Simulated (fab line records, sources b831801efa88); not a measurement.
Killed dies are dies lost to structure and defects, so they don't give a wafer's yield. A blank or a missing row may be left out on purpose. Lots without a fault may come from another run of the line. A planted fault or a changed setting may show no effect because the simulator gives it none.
Which tool did it? | flow sky130 | 6 lots, 18 wafers sampled, at 3 steps of a route of 708

WHAT THE GAUGES READ, wafer by wafer
SKY_METAL2_OVL_MEAS_16.
lot  | measured     | on         | METAL2_OVL (nm)
L241 | day 36 08:58 | overlay-01 | -6 -4 -6
L244 | day 36 22:37 | overlay-02 | 7 8 6
L246 | day 37 16:06 | overlay-02 | -5 -6 -4
L249 | day 38 10:37 | overlay-01 | -2 -6 -12
L252 | day 39 10:34 | overlay-02 | 8 5 9
L257 | day 40 23:56 | overlay-01 | 15 9 8

WHICH TOOL RAN EACH LOT (tool, then ch and the chambers of the sampled wafers, then the start)
lot  | SKY_METAL2_SPUTTER_03        | SKY_METAL2_SOFTBAKE_11
L241 | pvd_sputter-02, day 35 06:38 | litho_track-04 ch 0, day 35 19:00
L244 | pvd_sputter-03, day 35 20:19 | litho_track-04 ch 0, day 36 09:00
L246 | pvd_sputter-02, day 36 13:56 | litho_track-02 ch 0, day 37 02:00
L249 | pvd_sputter-02, day 37 08:41 | litho_track-02 ch 0, day 37 21:00
L252 | pvd_sputter-02, day 38 08:58 | litho_track-04 ch 0, day 38 22:00
L257 | pvd_sputter-04, day 39 22:52 | litho_track-04 ch 0, day 40 11:00
- SKY_METAL2_SPUTTER_03: material Ti, target thk 5 nm, time 3.3 s.
- SKY_METAL2_SOFTBAKE_11: time 90 s.

THE ANSWER, worked out from the rows above alone
Rule: what is usual is taken from the lots themselves. Put in order of their means at a reading, lots are off if they are a third of the lots or fewer, leave a main group of 4 or more, and stand apart from it by a gap of 3 or more times the standard deviation of the main group's means; of several such gaps the widest counts. A main group whose means are all the same, to the digits that the tables above print for the reading, isn't used. A lot without any number at a reading at which 4 lots or more have one is off too. The other lots that the step has rows for count as sound.
No lot is off at any reading shown: from this, nothing can be told.

WHAT THE SIMULATOR HAD PUT IN
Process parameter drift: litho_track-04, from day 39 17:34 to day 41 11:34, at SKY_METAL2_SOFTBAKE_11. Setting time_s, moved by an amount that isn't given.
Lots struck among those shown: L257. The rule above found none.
